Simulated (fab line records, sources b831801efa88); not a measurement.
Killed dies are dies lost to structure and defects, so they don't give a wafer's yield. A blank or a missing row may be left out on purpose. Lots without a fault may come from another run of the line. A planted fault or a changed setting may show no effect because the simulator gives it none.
fab line records | flow sfq_line
record lots=6 wafers=18 last_day=91
route steps=325 shown M5@201 A5B@209 R5@212 I5@228 C5@240 M8@325
lots that met no fault: from a run of the same line without faults
start_h: hours from the record's first day to the start of the lot's first wafer shown | wait_h: hours since the lot's step before | " the same as in the row above | L1.1+2: a row that stands for several wafers | - no value, or no start given | * or withheld: withheld | < > ~ a bound
route shown NAME@n: a module of which the file shows steps, and the number in the route of the first | usual: mean/standard deviation of fault-free wafers | same: alike in all rows | chamber/n: place in a boat | sites: the reading at each site | _std_site: their standard deviation | _edge_site: outer sites' mean less inner sites' | radius_mm: how far each site lies from the wafer's centre | mask NAME#n: copy n | behind: the tool/chamber that last shaped the wafer | hold: why the lot was held/for how many hours/how that ended | device: the transistor (n, p or np) that didn't switch | end of line: the same wafers' tests at the end of the route | a step without rows: its recipe alone | killed: dies lost to structure and defects at the first sort, not the wafer's yield | map: a wafer's dies, x killed, . not, _ none there
set.NAME: the setting as run; set.NAME@STEP: as run at that earlier step | model.NAME: the simulator's own value behind a step, which no gauge read
lots at some steps of the route; a table a step, a row a wafer
services: from which hour (start_h, from the record's first day; less than 0 if before it) a tool's chamber was out of use, for how many hours, and why
## steps
# step SFQ_TRILAYER_M5_LITHO_EXPOSE_124
# recipe mask_id=M5 na=0.6 source_shape=conventional sigma_outer=0.65 target_cd_nm=700 dose_mj=14.4
# step SFQ_TRILAYER_M5_LITHO_PEB_126
# recipe peb_temp_c=115 peb_time_s=60 resist=KrF
# step SFQ_TRILAYER_M5_LITHO_DEVELOP_125
# recipe time_s=60 resist=KrF
# step SFQ_M5_OVL_MEAS_932
# usual M5_OVL=-2/5.8
# columns lot.wafer tool chamber start_h wait_h M5_OVL[nm]
L989.2 overlay-01 - 1359.99 0.1 -15
L989.3 " - " " -8
L989.5 " - " " -4
L999.3 overlay-01 - 1438.12 0.1 -12
L999.5 " - " " -8
L999.6 " - " " -16
L100.2 overlay-01 - 1454.83 0.1 -17
L100.5 " - " " -11
L100.6 " - " " -8
L102.2 overlay-01 - 1462.03 0.1 -2
L102.4 " - " " -2
L102.5 " - " " 0
L104.1 overlay-02 - 1482.88 0.1 2
L104.3 " - " " 0
L104.4 " - " " -1
L108.3 overlay-01 - 1667.01 0.1 2
L108.5 " - " " 2
L108.6 " - " " 2
# step SFQ_TRILAYER_M5_BARC_OPEN_METAL_ETCH_161
# recipe mask_material=PR chemistry=O2 target_depth_nm=125 target=BARC icp_w=600 bias_w=80 pressure_mtorr=10 time_s=41.7
# step SFQ_TRILAYER_M5_ETCH_METAL_ETCH_126
# recipe target=Nb stop_on=SiO2 mask_material=PR over_etch_frac=0.15 time_s=203.2 chemistry=Cl2/BCl3 target_depth_nm=265 icp_w=600 bias_w=80 pressure_mtorr=10
# usual drypump_motor_current_A=5.3/0.42 oes_product_au=0.728/0.0056
# columns lot.wafer tool chamber start_h wait_h drypump_motor_current_A oes_product_au rf_hours_counter_h
L989.2 rie_metal-03 0 1360.08 0.0 5.7 0.725 104
L989.3 " 0 " " 5.7 0.723 -
L989.5 " 1 " " 4.9 0.729 -
L999.3 rie_metal-01 1 1438.27 0.1 5.0 0.727 -
L999.5 " 1 " " 5.0 0.730 -
L999.6 " 0 " " 5.8 0.734 -
L100.2 rie_metal-03 0 1455.04 0.1 5.6 0.724 -
L100.5 " 0 " " 5.7 0.726 -
L100.6 " 0 " " 5.6 0.735 -
L102.2 rie_metal-01 0 1462.12 0.0 5.8 0.732 65
L102.4 " 1 " " 5.0 0.738 -
L102.5 " 1 " " 5.0 0.727 -
L104.1 rie_metal-02 0 1482.98 0.0 5.8 0.717 106
L104.3 " 1 " " 4.8 0.717 -
L104.4 " 0 " " 5.8 0.725 -
L108.3 rie_metal-02 1 1667.28 0.2 4.8 0.730 -
L108.5 " 1 " " 4.8 0.738 -
L108.6 " 1 " " 4.8 0.728 -
# step SFQ_TRILAYER_M5_STRIP_STRIP_127
# recipe gas=O2 power_w=200 platen_temp_c=40 overash_fraction=0.65 chemistry=O2 pressure_mtorr=50
# step SFQ_TRILAYER_M5_STRIP_SOLV_CLEAN_128
# recipe chemistry=NMP temp_c=70 time_s=600
# step SFQ_TRILAYER_A5B_DEP_PECVD_129
# recipe material=SiO2 temp_c=150 time_s=133.33 pressure_torr=2.4 rf_w=183.3 precursor=SiH4/N2O target_thk_nm=600
# step SFQ_TRILAYER_A5B_CMP_CMP_130
# recipe stop_on=Nb down_force_psi=3 platen_rpm=60 target_thk_nm=340.7
# step SFQ_TRILAYER_A5B_METRO_MEASURE_131
# step SFQ_TRILAYER_R5_DEP_SPUTTER_132
# recipe material=Ti base_pressure_pa=1.33e-06 target_thk_nm=5 power_w=2000 time_s=5 chamber_pressure_pa=0.4
# usual cathode_dc_power_W=2000.0/0.32 throttle_valve_pct=29.4/1.1
# columns lot.wafer tool chamber start_h wait_h cathode_dc_power_W throttle_valve_pct
L989.2 pvd_sputter-05 - 1365.34 0.8 2000.7 30.4
L989.3 " - " " 2000.4 29.5
L989.5 " - " " 1999.7 27.8
L999.3 pvd_sputter-03 - 1443.46 0.6 1999.7 29.7
L999.5 " - " " 1999.8 29.6
L999.6 " - " " 2000.2 29.1
L100.2 pvd_sputter-03 - 1461.03 0.8 1999.7 29.0
L100.5 " - " " 2000.6 29.7
L100.6 " - " " 2000.3 28.7
L102.2 pvd_sputter-04 - 1467.39 0.8 2000.1 29.4
L102.4 " - " " 1999.9 28.9
L102.5 " - " " 1999.2 29.7
L104.1 pvd_sputter-04 - 1488.24 1.0 2000.0 30.2
L104.3 " - " " 2000.1 28.7
L104.4 " - " " 1999.8 27.7
L108.3 pvd_sputter-03 - 1673.21 0.6 2000.0 29.2
L108.5 " - " " 2000.1 29.8
L108.6 " - " " 2000.0 28.9
# step SFQ_TRILAYER_R5_DEP_SPUTTER_133
# recipe material=MoNx base_pressure_pa=1.33e-06 target_thk_nm=40 power_w=1000 time_s=66.7 chamber_pressure_pa=0.4
# usual cathode_dc_power_W=1000.0/0.19 throttle_valve_pct=29.4/1.1
# columns lot.wafer tool chamber start_h wait_h cathode_dc_power_W throttle_valve_pct model.MoNx_of_TRILAYER_R5_DEP_SPUTTER_133.thk_nm
L989.2 pvd_sputter-05 - 1365.36 0.0 1000.0 30.3 40.28
L989.3 " - " " 1000.3 29.7 40.59
L989.5 " - " " 999.86 27.9 40.62
L999.3 pvd_sputter-03 - 1443.48 0.0 1000.2 29.9 39.97
L999.5 " - " " 999.70 29.6 65.63
L999.6 " - " " 999.91 29.1 65.53
L100.2 pvd_sputter-03 - 1461.05 0.0 1000.1 29.3 39.13
L100.5 " - " " 999.88 29.7 65.32
L100.6 " - " " 999.67 28.7 65.49
L102.2 pvd_sputter-04 - 1467.41 0.0 999.96 29.7 39.85
L102.4 " - " " 999.89 28.8 40.36
L102.5 " - " " 999.81 29.4 40.27
L104.1 pvd_sputter-04 - 1488.26 0.0 1000.3 29.9 39.82
L104.3 " - " " 999.86 28.8 40.63
L104.4 " - " " 1000.1 27.8 40.04
L108.3 pvd_sputter-03 - 1673.23 0.0 999.99 29.2 40.27
L108.5 " - " " 999.90 29.9 40.43
L108.6 " - " " 999.81 28.8 40.07
# step SFQ_TRILAYER_R5_DEP_SPUTTER_134
# recipe material=Ti base_pressure_pa=1.33e-06 target_thk_nm=5 power_w=2000 time_s=5 chamber_pressure_pa=0.4
# usual cathode_dc_power_W=2000.0/0.35 throttle_valve_pct=29.4/1.1
# columns lot.wafer tool chamber start_h wait_h cathode_dc_power_W throttle_valve_pct
L989.2 pvd_sputter-05 - 1365.41 0.0 1999.7 30.3
L989.3 " - " " 1999.4 29.4
L989.5 " - " " 2000.2 27.9
L999.3 pvd_sputter-03 - 1443.54 0.0 1999.6 29.5
L999.5 " - " " 1999.6 29.9
L999.6 " - " " 2000.0 29.3
L100.2 pvd_sputter-03 - 1461.10 0.0 2000.1 29.2
L100.5 " - " " 1999.2 29.7
L100.6 " - " " 2000.2 28.8
L102.2 pvd_sputter-04 - 1467.47 0.0 2000.2 29.4
L102.4 " - " " 1999.6 28.9
L102.5 " - " " 1999.9 29.5
L104.1 pvd_sputter-04 - 1488.31 0.0 1999.1 30.0
L104.3 " - " " 2000.1 28.5
L104.4 " - " " 2000.4 27.7
L108.3 pvd_sputter-03 - 1673.28 0.0 1999.8 29.3
L108.5 " - " " 1999.4 29.8
L108.6 " - " " 2000.3 28.7
# step SFQ_R5_RS_MEAS_933
# recipe thk_meas_gauge=four-point-probe reads=Ti_of_TRILAYER_R5_DEP_SPUTTER_134+MoNx_of_TRILAYER_R5_DEP_SPUTTER_133+Ti_of_TRILAYER_R5_DEP_SPUTTER_132
# usual R5_MONX_RS=7.03/0.072
# columns lot.wafer tool chamber start_h wait_h hold R5_MONX_RS[ohm/sq]
L989.2 film_metro-01 - 1365.45 0.0 - 7.00
L989.3 " - " " - 6.95
L989.5 " - " " - 6.92
L999.3 film_metro-03 - 1443.59 0.0 await_dispo/0.2h/release 7.07
L999.5 " - " " await_dispo/0.2h/release 4.40
L999.6 " - " " await_dispo/0.2h/release 4.42
L999.3 film_metro-03 - 1443.88 0.3 - 7.09
L999.5 " - " " - 4.41
L999.6 " - " " - 4.43
L100.2 film_metro-04 - 1461.14 0.0 await_dispo/0.2h/release 7.21
L100.5 " - " " await_dispo/0.2h/release 4.42
L100.6 " - " " await_dispo/0.2h/release 4.41
L100.2 film_metro-04 - 1461.43 0.3 - 7.23
L100.5 " - " " - 4.42
L100.6 " - " " - 4.42
L102.2 film_metro-01 - 1467.51 0.0 - 7.06
L102.4 " - " " - 6.99
L102.5 " - " " - 7.02
L104.1 film_metro-01 - 1488.33 0.0 - 7.10
L104.3 " - " " - 6.95
L104.4 " - " " - 7.07
L108.3 film_metro-03 - 1673.34 0.0 - 7.03
L108.5 " - " " - 7.01
L108.6 " - " " - 7.03
# step SFQ_R5_THK_MEAS_934
# recipe thk_meas_gauge=xrf reads=MoNx_of_TRILAYER_R5_DEP_SPUTTER_133
# usual R5_MONX_THK=39.8/0.49
# columns lot.wafer tool chamber start_h wait_h hold R5_MONX_THK[nm]
L989.2 film_metro-01 - 1365.56 0.1 - 40.0
L989.3 " - " " - 40.3
L989.5 " - " " - 40.6
L999.3 film_metro-03 - 1445.51 1.6 await_dispo/0.2h/release 39.6
L999.5 " - " " await_dispo/0.2h/release 64.8
L999.6 " - " " await_dispo/0.2h/release 64.7
L999.3 film_metro-03 - 1445.74 0.2 - 39.4
L999.5 " - " " - 64.9
L999.6 " - " " - 64.8
L100.2 film_metro-04 - 1463.82 2.4 await_dispo/0.2h/release 38.7
L100.5 " - " " await_dispo/0.2h/release 64.5
L100.6 " - " " await_dispo/0.2h/release 64.7
L100.2 film_metro-04 - 1464.05 0.2 - 38.6
L100.5 " - " " - 64.6
L100.6 " - " " - 64.6
L102.2 film_metro-01 - 1467.62 0.1 - 39.5
L102.4 " - " " - 40.0
L102.5 " - " " - 39.9
L104.1 film_metro-01 - 1488.45 0.1 - 39.4
L104.3 " - " " - 40.1
L104.4 " - " " - 39.7
L108.3 film_metro-03 - 1673.44 0.1 - 40.0
L108.5 " - " " - 40.2
L108.6 " - " " - 39.8
# step SFQ_TRILAYER_R5_LITHO_COAT_136
# recipe resist=KrF spin_rpm=3000 resist_thk_nm=600
# step SFQ_TRILAYER_R5_LITHO_SOFTBAKE_140
# recipe temp_c=withheld time_s=withheld resist=KrF
# step SFQ_TRILAYER_R5_LITHO_EXPOSE_137
# recipe mask_id=R5 na=0.6 source_shape=conventional sigma_outer=0.65 target_cd_nm=500 dose_mj=14.4
# step SFQ_TRILAYER_R5_LITHO_PEB_139
# recipe peb_temp_c=115 peb_time_s=60 resist=KrF
# step SFQ_TRILAYER_R5_LITHO_DEVELOP_138
# recipe time_s=60 resist=KrF
# step SFQ_R5_OVL_MEAS_935
# usual R5_OVL=-2/5.5
# columns lot.wafer tool chamber start_h wait_h R5_OVL[nm]
L989.2 overlay-01 - 1517.48 0.1 -3
L989.3 " - " " 1
L989.5 " - " " 3
L999.3 overlay-02 - 1588.28 0.1 -14
L999.5 " - " " -7
L999.6 " - " " -8
L100.2 overlay-01 - 1599.08 0.1 0
L100.5 " - " " -10
L100.6 " - " " -2
L102.2 overlay-01 - 1604.27 0.1 -1
L102.4 " - " " -4
L102.5 " - " " 1
L104.1 overlay-01 - 1623.52 0.1 2
L104.3 " - " " -2
L104.4 " - " " 4
L108.3 overlay-01 - 1675.87 0.1 2
L108.5 " - " " 0
L108.6 " - " " -1
# step SFQ_TRILAYER_R5_BARC_OPEN_METAL_ETCH_177
# recipe mask_material=PR chemistry=O2 target_depth_nm=125 target=BARC icp_w=600 bias_w=80 pressure_mtorr=10 time_s=41.7
# step SFQ_TRILAYER_R5_ETCH_METAL_ETCH_139
# recipe stop_on=SiO2 mask_material=PR chemistry=Cl2 target_depth_nm=60 icp_w=600 bias_w=80 pressure_mtorr=10 time_s=40
# usual drypump_motor_current_A=5.4/0.48 oes_product_au=0.991/0.0059
# columns lot.wafer tool chamber start_h wait_h drypump_motor_current_A oes_product_au rf_hours_counter_h
L989.2 rie_metal-03 0 1517.57 0.0 5.6 1.001 1
L989.3 " 1 " " 4.9 0.991 -
L989.5 " 0 " " 5.7 0.990 -
L999.3 rie_metal-01 0 1588.39 0.0 5.8 0.998 -
L999.5 " 1 " " 5.0 1.009 -
L999.6 " 0 " " 5.8 1.014 -
L100.2 rie_metal-01 1 1599.17 0.0 5.0 1.000 71
L100.5 " 0 " " 5.8 1.011 -
L100.6 " 1 " " 5.0 0.996 -
L102.2 rie_metal-03 1 1604.38 0.1 4.9 0.989 16
L102.4 " 0 " " 5.6 0.995 -
L102.5 " 0 " " 5.6 0.992 -
L104.1 rie_metal-04 0 1623.61 0.0 5.0 0.989 82
L104.3 " 1 " " 6.2 0.979 -
L104.4 " 0 " " 5.0 0.999 -
L108.3 rie_metal-04 1 1675.97 0.0 6.2 0.990 -
L108.5 " 1 " " 6.2 0.988 -
L108.6 " 0 " " 5.0 0.993 -
# step SFQ_TRILAYER_R5_STRIP_STRIP_140
# recipe gas=O2 power_w=200 platen_temp_c=40 overash_fraction=0.65 chemistry=O2 pressure_mtorr=50
# usual drypump_motor_current_A=5.4/0.48 oes_product_au=1.001/0.0075
# columns lot.wafer tool chamber start_h wait_h drypump_motor_current_A oes_product_au rf_hours_counter_h
L989.2 rie_metal-03 0 1517.63 0.0 5.7 0.994 1
L989.3 " 1 " " 4.9 1.000 -
L989.5 " 0 " " 5.6 0.996 -
L999.3 rie_metal-01 0 1588.63 0.2 5.8 1.005 -
L999.5 " 1 " " 5.0 0.994 -
L999.6 " 0 " " 5.8 1.008 -
L100.2 rie_metal-01 1 1599.23 0.0 5.0 0.994 71
L100.5 " 0 " " 5.8 1.009 -
L100.6 " 1 " " 5.0 1.007 -
L102.2 rie_metal-03 1 1604.45 0.1 5.0 0.990 16
L102.4 " 0 " " 5.7 1.000 -
L102.5 " 0 " " 5.7 1.001 -
L104.1 rie_metal-04 0 1623.67 0.0 5.0 1.007 83
L104.3 " 1 " " 6.2 1.007 -
L104.4 " 0 " " 5.1 1.007 -
L108.3 rie_metal-04 1 1676.21 0.2 6.2 1.004 -
L108.5 " 1 " " 6.2 0.992 -
L108.6 " 0 " " 5.1 1.004 -
# step SFQ_TRILAYER_R5_STRIP_SOLV_CLEAN_141
# recipe chemistry=NMP temp_c=70 time_s=600
# step SFQ_TRILAYER_A5C_DEP_PECVD_142
# recipe material=SiO2 temp_c=150 time_s=15.556 pressure_torr=2.4 rf_w=183.3 precursor=SiH4/N2O target_thk_nm=70
# step SFQ_TRILAYER_I5_LITHO_COAT_149
# recipe resist=BARC spin_rpm=3000 resist_thk_nm=62
# step SFQ_TRILAYER_I5_LITHO_COAT_144
# recipe resist=KrF spin_rpm=3000 resist_thk_nm=650
# step SFQ_TRILAYER_I5_LITHO_SOFTBAKE_148
# recipe temp_c=withheld time_s=withheld resist=KrF
# step SFQ_TRILAYER_I5_LITHO_EXPOSE_145
# recipe mask_id=I5 na=0.6 source_shape=conventional sigma_outer=0.65 target_cd_nm=700 dose_mj=21.3
# step SFQ_TRILAYER_I5_LITHO_PEB_147
# recipe peb_temp_c=115 peb_time_s=60 resist=KrF
# step SFQ_TRILAYER_I5_LITHO_DEVELOP_146
# recipe time_s=60 resist=KrF
# step SFQ_I5_OVL_MEAS_936
# usual I5_OVL=-1/4.9
# columns lot.wafer tool chamber start_h wait_h I5_OVL[nm]
L989.2 overlay-02 - 1656.08 0.1 -2
L989.3 " - " " 6
L989.5 " - " " 4
L999.3 overlay-02 - 1731.58 0.1 2
L999.5 " - " " 0
L999.6 " - " " 1
L100.2 overlay-02 - 1737.57 0.1 1
L100.5 " - " " 0
L100.6 " - " " 1
L102.2 overlay-02 - 1739.97 0.1 -2
L102.4 " - " " -6
L102.5 " - " " -4
L104.1 overlay-01 - 1750.77 0.1 1
L104.3 " - " " 0
L104.4 " - " " -2
L108.3 overlay-01 - 1780.80 0.1 3
L108.5 " - " " 8
L108.6 " - " " -2
# step SFQ_TRILAYER_I5_BARC_OPEN_VIA_ETCH_200
# recipe mask_material=PR chemistry=O2 target_depth_nm=125 target=BARC source_w=500 bias_w=80 pressure_mtorr=30 time_s=41.7
# step SFQ_TRILAYER_I5_ETCH_VIA_ETCH_147
# recipe stop_on=Nb mask_material=PR chemistry=CHF3 target_depth_nm=360 source_w=500 bias_w=80 pressure_mtorr=30 time_s=withheld
# step SFQ_TRILAYER_I5_STRIP_STRIP_148
# recipe gas=O2 power_w=200 platen_temp_c=40 overash_fraction=0.65 chemistry=O2 pressure_mtorr=50
# step SFQ_TRILAYER_I5_STRIP_SOLV_CLEAN_149
# recipe chemistry=NMP temp_c=70 time_s=600
# step SFQ_TRILAYER_C5_LITHO_COAT_156
# recipe resist=BARC spin_rpm=3000 resist_thk_nm=62
# step SFQ_TRILAYER_C5_LITHO_COAT_151
# recipe resist=KrF spin_rpm=3000 resist_thk_nm=650
# step SFQ_TRILAYER_C5_LITHO_SOFTBAKE_155
# recipe temp_c=withheld time_s=withheld resist=KrF
# step SFQ_M8_BOW_MEAS_951
# recipe mode=bow
# usual M8_BOW=10/9.5
# columns lot.wafer tool chamber start_h wait_h M8_BOW[um] model.etest.r5.comb_log10_ohm model.etest.r5.ohm_sq
L989.2 film_metro-03 - 2017.48 0.0 6 12 7.008
L989.3 " - " " 8 12 6.955
L989.5 " - " " 16 12 6.95
L999.3 film_metro-01 - 2136.92 0.0 21 12 7.062
L999.5 " - " " 13 0 4.301
L999.6 " - " " 19 0 4.308
L100.2 film_metro-02 - 2138.88 0.0 27 12 7.215
L100.5 " - " " 15 0 4.322
L100.6 " - " " 23 0 4.311
L102.2 film_metro-03 - 2176.26 0.0 9 12 7.085
L102.4 " - " " 9 12 6.995
L102.5 " - " " 4 12 7.01
L104.1 film_metro-02 - 2178.64 0.0 15 12 7.09
L104.3 " - " " 18 12 6.948
L104.4 " - " " 24 12 7.051
L108.3 film_metro-03 - 2183.47 0.0 9 12 7.011
L108.5 " - " " 10 12 6.983
L108.6 " - " " 5 12 7.045
## services
# columns tool chamber start_h hours kind
rie_metal-04 - 1352.83 28.1 pm
pvd_sputter-03 1 1355.66 - consumable_replace:kit
pvd_sputter-03 1 1355.66 18.0 scheduled_down
pvd_sputter-03 1 1355.66 18.0 vent_cycle
pvd_sputter-04 - 1366.06 4.0 repair
rie_metal-04 - 1382.93 0.5 repair
pvd_sputter-03 - 1403.37 6.2 repair
rie_metal-03 1 1441.72 19.1 repair
rie_metal-03 1 1460.79 - clean
rie_metal-03 1 1460.79 - consumable_replace:focus_ring
rie_metal-04 - 1469.06 1.0 repair
rie_metal-02 - 1479.87 2.8 pm
rie_metal-04 1 1489.88 6.7 repair
pvd_sputter-04 - 1493.51 3.1 repair
rie_metal-02 - 1496.50 0.5 repair
rie_metal-01 - 1517.06 2.8 pm
pvd_sputter-05 - 1525.10 1.3 repair
pvd_sputter-05 - 1528.98 5.1 repair
rie_metal-01 0 1577.70 3.8 repair
pvd_sputter-04 - 1583.60 22.4 repair
rie_metal-02 - 1624.69 14.6 pm
rie_metal-01 0 1624.73 22.1 repair
rie_metal-03 - 1627.91 14.6 pm
rie_metal-01 0 1651.97 2.0 repair
## key
first_sign step=SFQ_R5_RS_MEAS_933 reading=visit direction=added
effect step=SFQ_R5_RS_MEAS_933 reading=R5_MONX_RS direction=down sigmas=36 usual=7.03 struck=4.41
effect step=SFQ_R5_THK_MEAS_934 reading=visit direction=added
effect step=SFQ_R5_THK_MEAS_934 reading=R5_MONX_THK direction=up sigmas=51 usual=39.8 struck=64.7
effect step=SFQ_TRILAYER_R5_ETCH_METAL_ETCH_139 reading=oes_product_au direction=up sigmas=2.8 usual=0.991 struck=1.008 wafers_moved=3
model_effect step=SFQ_TRILAYER_R5_DEP_SPUTTER_133 value=MoNx_of_TRILAYER_R5_DEP_SPUTTER_133.thk_nm without=39.65 struck=65.49
model_effect step=SFQ_M8_BOW_MEAS_951 value=etest.r5.comb_log10_ohm without=12 struck=0
met_at SFQ_TRILAYER_R5_DEP_SPUTTER_133
struck_wafers L999.5,L999.6,L100.5,L100.6
fault kind=process_parameter_drift tool=pvd_sputter-03 chamber=- onset_h=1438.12 steps=SFQ_TRILAYER_R5_DEP_SPUTTER_133 channel=target_thk_nm offset=25.843 shape=step end_h=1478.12 scope=struck_wafers_only acts_in=these_recipes_only stated=40
